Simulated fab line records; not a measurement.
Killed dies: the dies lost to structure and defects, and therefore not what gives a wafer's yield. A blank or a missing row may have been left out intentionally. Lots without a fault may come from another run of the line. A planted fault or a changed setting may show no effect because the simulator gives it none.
fab line records	flow gf180mcu
[record] lots = 13	wafers = 39	lastDay = 34
route steps=602 shown SAB@277 CONTACT@298 M1@321 V1@356
lots that met no fault: from a run of the same line without faults
startH: hours from the record's opening day to when the first of the lot's shown wafers began	waitH: time in hours since the lot's previous step	" as in the row above	L1.1+2: a row that stands for several wafers	- value missing, or start not given	* or withheld: withheld	< > ~ a bound
route shown NAME@n: names a module that has steps shown in the file, with the first one's number in the route	usual: mean/standard deviation taken from wafers without a fault	same: alike in all rows	chamber/n: place in a boat	sites: per-site readings	_std_site: standard deviation across them	_edge_site: outer sites' mean less inner sites'	radiusMm: for every site, how far away it sits from the centre of the wafer	mask NAME#n: copy n	behind: tool/chamber where the wafer was last shaped	hold: reason for holding the lot/hours on hold/outcome of the hold	device: whichever transistor did not switch (one of n, p or np)	end of line: the tests these same wafers got at the end of their route	step lacking rows: just its recipe	killed: not the wafer's yield, but the dies lost to structure and defects at the first sort	map: a wafer's dies, x killed, . not, _ none there
set.NAME: the setting that was run; set.NAME@STEP: the one run at that earlier step	model.NAME: the simulator's own value behind a step, which no gauge read
one table for each step of the route and one row for each wafer, over a sample of lots
services: the hour from which a tool's chamber was out of use, counted from the record's first day as startH (under 0 if before that day), plus the number of hours and why
[[steps]]
[step GF_SAB_STRIP_13]
[recipe] chemistry = O2/N2	powerW = 1400	pressureMtorr = 1500	platenTempC = 250	o2FlowSccm = 3000	n2FlowSccm = 300	overashFraction = 0.5
[usual] drypumpMotorCurrentA = 5.8/0.46	heaterPowerW = 304/17	oesProductAu = 0.710/0.0046	stripTimeToEndpointS = 12.64/0.035
lot.wafer	tool	chamber	startH	waitH	drypumpMotorCurrentA	heaterPowerW	oesProductAu	rfHoursCounterH	stripTimeToEndpointS
L625.1	plasmaAsher-04	0	345.61	0.0	5.1	311	0.711	23	12.67
L625.2	"	1	"	"	5.6	333	0.707	23	12.67
L625.4	"	0	"	"	5.1	293	0.714	-	12.64
L626.1	plasmaAsher-04	0	351.17	0.0	5.2	301	0.708	24	12.60
L626.4	"	1	"	"	5.6	339	0.715	-	12.59
L626.5	"	1	"	"	5.6	335	0.707	-	12.61
L627.2	plasmaAsher-01	0	357.76	0.0	6.2	288	0.703	73	12.64
L627.4	"	1	"	"	5.8	300	0.707	-	12.61
L627.6	"	0	"	"	6.2	286	0.714	-	12.62
L628.2	plasmaAsher-01	1	367.41	0.0	5.8	303	0.705	75	12.66
L628.3	"	0	"	"	6.2	274	0.703	-	12.63
L628.6	"	0	"	"	6.2	289	0.703	-	12.64
L636.1	plasmaAsher-04	0	439.43	0.0	5.2	301	0.715	33	12.64
L636.5	"	0	"	"	5.1	298	0.702	-	12.65
L636.6	"	1	"	"	5.6	327	0.707	-	12.66
L640.1	plasmaAsher-02	0	471.17	0.0	6.5	287	0.711	4	12.62
L640.5	"	0	"	"	6.5	294	0.711	-	12.65
L640.6	"	1	"	"	5.4	321	0.710	-	12.66
L641.2	plasmaAsher-02	1	480.82	0.0	5.4	315	0.702	5	12.60
L641.5	"	1	"	"	5.4	317	0.705	-	12.58
L641.6	"	0	"	"	6.6	291	0.713	-	12.60
L642.1	plasmaAsher-02	0	494.86	0.0	6.5	282	0.707	7	12.65
L642.3	"	0	"	"	6.6	292	0.717	-	12.61
L642.4	"	1	"	"	5.4	303	0.714	-	12.60
L643.2	plasmaAsher-04	0	499.73	0.0	5.1	303	0.707	40	12.67
L643.3	"	0	"	"	5.1	309	0.702	-	12.65
L643.6	"	0	"	"	5.2	297	0.710	-	12.66
L644.2	plasmaAsher-02	0	508.63	0.0	6.5	283	0.708	8	12.70
L644.3	"	0	"	"	6.5	290	0.708	-	12.72
L644.4	"	1	"	"	5.4	318	0.702	-	12.75
L645.1	plasmaAsher-04	1	516.89	0.0	5.6	329	0.707	41	12.65
L645.2	"	0	"	"	5.1	300	0.710	41	12.69
L645.5	"	0	"	"	5.2	299	0.713	-	12.66
L646.4	plasmaAsher-01	0	527.26	0.0	6.2	278	0.709	-	12.66
L646.5	"	0	"	"	6.2	295	0.715	-	12.64
L646.6	"	1	"	"	5.8	301	0.709	-	12.63
L647.2	plasmaAsher-02	1	529.18	0.0	5.4	309	0.706	10	12.65
L647.5	"	1	"	"	5.4	314	0.711	-	12.62
L647.6	"	0	"	"	6.5	298	0.716	-	12.69
[step GF_CONTACT_EXPOSE_11]
[recipe] maskId = Contact	targetCdNm = 220	na = 0.68	sourceShape = conventional	sigmaOuter = 0.6	doseMj = 38
[usual] reticleTempC = 23.00/0.1
lot.wafer	tool	chamber	startH	waitH	mask	reticleTempC
L625.1	krfScanner-01	0	358.57	-	Contact#0	23.17
L625.2	"	0	"	"	Contact#0	23.06
L625.4	"	0	"	"	Contact#0	23.13
L626.1	krfScanner-01	0	363.41	-	Contact#0	22.98
L626.4	"	0	"	"	Contact#0	22.97
L626.5	"	0	"	"	Contact#0	23.06
L627.2	krfScanner-01	0	370.08	-	Contact#0	23.14
L627.4	"	0	"	"	Contact#0	23.05
L627.6	"	0	"	"	Contact#0	22.99
L628.2	krfScanner-02	0	381.00	-	Contact#0	23.04
L628.3	"	0	"	"	Contact#0	23.00
L628.6	"	0	"	"	Contact#0	23.16
L636.1	krfScanner-01	0	453.61	-	Contact#0	22.77
L636.5	"	0	"	"	Contact#0	22.96
L636.6	"	0	"	"	Contact#0	22.89
L640.1	krfScanner-02	0	484.78	-	Contact#0	23.05
L640.5	"	0	"	"	Contact#0	23.15
L640.6	"	0	"	"	Contact#0	23.05
L641.2	krfScanner-02	0	493.67	-	Contact#0	23.08
L641.5	"	0	"	"	Contact#0	23.08
L641.6	"	0	"	"	Contact#0	22.92
L642.1	krfScanner-02	0	508.29	-	Contact#0	22.83
L642.3	"	0	"	"	Contact#0	23.05
L642.4	"	0	"	"	Contact#0	22.92
L643.2	krfScanner-01	0	513.05	-	Contact#0	23.20
L643.3	"	0	"	"	Contact#0	23.10
L643.6	"	0	"	"	Contact#0	23.25
L644.2	krfScanner-01	0	521.56	-	Contact#0	22.93
L644.3	"	0	"	"	Contact#0	22.67
L644.4	"	0	"	"	Contact#0	23.01
L645.1	krfScanner-02	0	530.33	-	Contact#0	22.96
L645.2	"	0	"	"	Contact#0	23.00
L645.5	"	0	"	"	Contact#0	22.90
L646.4	krfScanner-02	0	540.11	-	Contact#0	22.99
L646.5	"	0	"	"	Contact#0	23.06
L646.6	"	0	"	"	Contact#0	22.94
L647.2	krfScanner-02	0	542.12	-	Contact#0	23.06
L647.5	"	0	"	"	Contact#0	23.11
L647.6	"	0	"	"	Contact#0	22.90
[step GF_CONTACT_CD_MEAS_14]
[recipe] targetCdNm = 220
[usual] cdNm = 220.3/1.6
lot.wafer	tool	chamber	startH	waitH	cdNm
L625.1	cdSem-01	-	369.31	0.1	220.2
L625.2	"	-	"	"	219.1
L625.4	"	-	"	"	220.5
L626.1	cdSem-01	-	374.16	0.1	222.2
L626.4	"	-	"	"	220.3
L626.5	"	-	"	"	221.5
L627.2	cdSem-01	-	381.56	0.1	221.2
L627.4	"	-	"	"	220.8
L627.6	"	-	"	"	218.9
L628.2	cdSem-01	-	391.68	0.1	221.7
L628.3	"	-	"	"	222.0
L628.6	"	-	"	"	221.5
L636.1	cdSem-01	-	465.54	0.1	215.6
L636.5	"	-	"	"	217.2
L636.6	"	-	"	"	213.8
L640.1	cdSem-02	-	496.60	0.1	219.7
L640.5	"	-	"	"	222.1
L640.6	"	-	"	"	221.3
L641.2	cdSem-01	-	505.52	0.1	222.4
L641.5	"	-	"	"	222.1
L641.6	"	-	"	"	222.5
L642.1	cdSem-01	-	519.95	0.1	220.7
L642.3	"	-	"	"	219.1
L642.4	"	-	"	"	220.2
L643.2	cdSem-02	-	524.57	0.1	222.5
L643.3	"	-	"	"	221.0
L643.6	"	-	"	"	222.2
L644.2	cdSem-02	-	532.86	0.1	217.7
L644.3	"	-	"	"	219.2
L644.4	"	-	"	"	218.1
L645.1	cdSem-02	-	541.15	0.1	220.5
L645.2	"	-	"	"	219.8
L645.5	"	-	"	"	219.9
L646.4	cdSem-01	-	551.26	0.1	218.0
L646.5	"	-	"	"	217.3
L646.6	"	-	"	"	217.6
L647.2	cdSem-01	-	553.41	0.1	219.8
L647.5	"	-	"	"	220.1
L647.6	"	-	"	"	219.5
[step GF_M1_THK_MEAS_06]
[recipe] thkMeasGauge = xrf	reads = AlCu_of_M1_SPUTTER_02
[usual] M1_ALCU_THK = 452/5.7
lot.wafer	tool	chamber	startH	waitH	M1_ALCU_THK[nm]
L625.1	filmMetro-03	-	370.94	0.1	455
L625.2	"	-	"	"	452
L625.4	"	-	"	"	449
L626.1	filmMetro-04	-	375.80	0.1	451
L626.4	"	-	"	"	452
L626.5	"	-	"	"	449
L627.2	filmMetro-02	-	383.20	0.1	461
L627.4	"	-	"	"	457
L627.6	"	-	"	"	460
L628.2	filmMetro-03	-	393.31	0.1	449
L628.3	"	-	"	"	467
L628.6	"	-	"	"	456
L636.1	filmMetro-03	-	467.19	0.1	447
L636.5	"	-	"	"	452
L636.6	"	-	"	"	448
L640.1	filmMetro-04	-	498.26	0.1	458
L640.5	"	-	"	"	448
L640.6	"	-	"	"	450
L641.2	filmMetro-03	-	507.18	0.1	458
L641.5	"	-	"	"	452
L641.6	"	-	"	"	460
L642.1	filmMetro-03	-	521.60	0.1	447
L642.3	"	-	"	"	453
L642.4	"	-	"	"	451
L643.2	filmMetro-04	-	526.20	0.1	450
L643.3	"	-	"	"	447
L643.6	"	-	"	"	448
L644.2	filmMetro-03	-	534.49	0.1	452
L644.3	"	-	"	"	443
L644.4	"	-	"	"	450
L645.1	filmMetro-03	-	542.79	0.1	457
L645.2	"	-	"	"	458
L645.5	"	-	"	"	463
L646.4	filmMetro-03	-	552.88	0.1	454
L646.5	"	-	"	"	448
L646.6	"	-	"	"	451
L647.2	filmMetro-03	-	555.05	0.1	449
L647.5	"	-	"	"	451
L647.6	"	-	"	"	450
[step GF_V1_SPUTTER_21]
[recipe] material = Ti	targetThkNm = 15	chamberPressurePa = 5	powerW = 2500	substrateTempC = 200	timeS = 80.02
[usual] throttleValvePct = 30.2/0.85
lot.wafer	tool	chamber	startH	waitH	throttleValvePct
L625.1	pvdSputter-04	-	419.42	0.0	29.4
L625.2	"	-	"	"	30.7
L625.4	"	-	"	"	30.1
L626.1	pvdSputter-04	-	424.31	0.0	31.0
L626.4	"	-	"	"	29.8
L626.5	"	-	"	"	30.0
L627.2	pvdSputter-04	-	431.67	0.0	30.8
L627.4	"	-	"	"	31.1
L627.6	"	-	"	"	29.7
L628.2	pvdSputter-04	-	441.92	0.0	30.0
L628.3	"	-	"	"	30.8
L628.6	"	-	"	"	31.0
L636.1	pvdSputter-04	-	516.16	0.0	30.9
L636.5	"	-	"	"	30.9
L636.6	"	-	"	"	30.5
L640.1	pvdSputter-03	-	546.17	0.0	30.0
L640.5	"	-	"	"	29.2
L640.6	"	-	"	"	29.0
L641.2	pvdSputter-03	-	555.14	0.0	30.6
L641.5	"	-	"	"	29.3
L641.6	"	-	"	"	30.3
L642.1	pvdSputter-03	-	569.74	0.0	29.4
L642.3	"	-	"	"	30.0
L642.4	"	-	"	"	30.5
L643.2	pvdSputter-04	-	573.31	0.0	30.5
L643.3	"	-	"	"	29.6
L643.6	"	-	"	"	30.8
L644.2	pvdSputter-03	-	581.59	0.0	30.5
L644.3	"	-	"	"	29.9
L644.4	"	-	"	"	29.0
L645.1	pvdSputter-03	-	589.56	0.0	28.8
L645.2	"	-	"	"	29.2
L645.5	"	-	"	"	28.8
L646.4	pvdSputter-04	-	598.82	0.0	30.6
L646.5	"	-	"	"	29.8
L646.6	"	-	"	"	30.8
L647.2	pvdSputter-02	-	600.27	0.0	32.5
L647.5	"	-	"	"	30.0
L647.6	"	-	"	"	31.1
[[services]]
tool	chamber	startH	hours	kind
krfScanner-02	-	322.25	0.8	pm
krfScanner-01	-	325.32	6.3	repair
krfScanner-01	-	361.21	0.3	repair
pvdSputter-04	-	375.15	3.7	repair
krfScanner-02	-	375.19	5.0	repair
krfScanner-01	-	380.20	0.8	pm
krfScanner-01	-	380.95	1.0	pm
krfScanner-02	-	403.62	1.3	pm
plasmaAsher-04	-	412.84	1.0	repair
plasmaAsher-02	-	421.25	9.0	pm
krfScanner-02	-	441.24	1.0	pm
plasmaAsher-02	-	451.62	1.8	repair
krfScanner-01	-	457.02	1.3	pm
pvdSputter-03	-	473.95	0.7	repair
plasmaAsher-04	-	476.41	1.8	repair
krfScanner-02	-	491.05	0.8	pm
pvdSputter-04	-	497.86	5.6	repair
pvdSputter-04	-	521.92	4.1	repair
krfScanner-01	-	528.71	3.6	pm
krfScanner-01	-	533.97	0.7	repair
krfScanner-01	-	544.96	0.8	pm
krfScanner-01	-	546.08	1.0	pm
krfScanner-02	-	559.80	3.6	pm
krfScanner-02	-	579.52	1.3	pm
[[key]]
[firstSign] step = GF_CONTACT_CD_MEAS_14	reading = cdNm	direction = down	sigmas = 3	usual = 220.3	struck = 215.5	through = controlLoop
effect none on later readings
metAt GF_CONTACT_EXPOSE_11
struckLots L636
testerLeftOut L636
[loopTrim] step = GF_CONTACT_EXPOSE_11	setting = dose	lots = L636
notActingAt GF_SAB_STRIP_13,GF_M1_THK_MEAS_06,GF_V1_SPUTTER_21
onsetBetween 370.08 453.61
[fault] kind = processParameterDrift	tool = krfScanner-01	chamber = -	onsetH = 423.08	steps = GF_CONTACT_EXPOSE_11	channel = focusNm	offset = 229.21	spreadByWafer = 0.3	shape = step	endH = 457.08
// testerLeftOut: of these lots the tester's yield and bins aren't shown, on N5 and GAA mostly nor the transistor test; their killed dies are dies lost to structure and defects alone, not to doping, threshold or leakage, so they don't give the yield
// loopTrim: a control loop set the setting to another value than it would have without faults
